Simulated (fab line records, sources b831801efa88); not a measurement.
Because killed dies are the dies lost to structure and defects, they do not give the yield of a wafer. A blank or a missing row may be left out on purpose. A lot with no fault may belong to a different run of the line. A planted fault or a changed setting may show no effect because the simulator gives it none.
Matching of chambers ; flow sky130 ; SKY_VIA4_CMP_21 on cmp-01 has 4 sister chambers
The step polishes, stops on SiO2, t overpolish 25 s, target thk 0 nm. 7 wafers are shown with their chamber, then 9 later ones without.

WAFERS, EACH WITH ITS CHAMBER
wafer;chamber;motor-current-A (A);time-to-endpoint-s (s)
L738.6;2;13.6;118
L740.3;3;11.5;117
L740.4;1;10.1;120
L741.3;1;10.0;118
L748.3;0;10.3;123
L748.5;0;9.5;124
L748.6;3;11.5;120

WAFERS WITH NO CHAMBER GIVEN
wafer;motor-current-A (A);time-to-endpoint-s (s)
L758.1;11.3;118
L758.3;10.0;122
L758.5;9.7;121
L759.2;10.2;125
L759.3;13.2;121
L759.6;9.9;124
L760.2;14.0;122
L760.3;10.4;123
L760.5;13.6;125

THE CHAMBER EACH PASSED THROUGH
wafer;from the rows above;in truth
L758.1;3;3
L758.3;can't be placed: 0 or 1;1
L758.5;can't be placed: 1 or 0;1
L759.2;0;0
L759.3;2;2
L759.6;0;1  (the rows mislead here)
L760.2;2;2
L760.3;can't be placed: 0 or 1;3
L760.5;2;2
Correctly placed: 5 of 9. Not placeable from these rows: 3 (in 2, the candidates include the true chamber). 1 placed wrongly.
How it was worked out, from the rows above alone: a wafer's distance from a chamber is the root of the sum, over the readings, of the square of ((its reading less the chamber's mean) divided by the reading's scatter). If the next closest chamber is less than 2 further off than the closest, the wafer can't be placed; otherwise it belongs to the closest. A chamber's mean is the mean of its shown wafers. How the scatter is found: for the shown wafers, subtract from each reading the mean of its chamber, square and add these, divide the total by (wafers less chambers), then take the root.
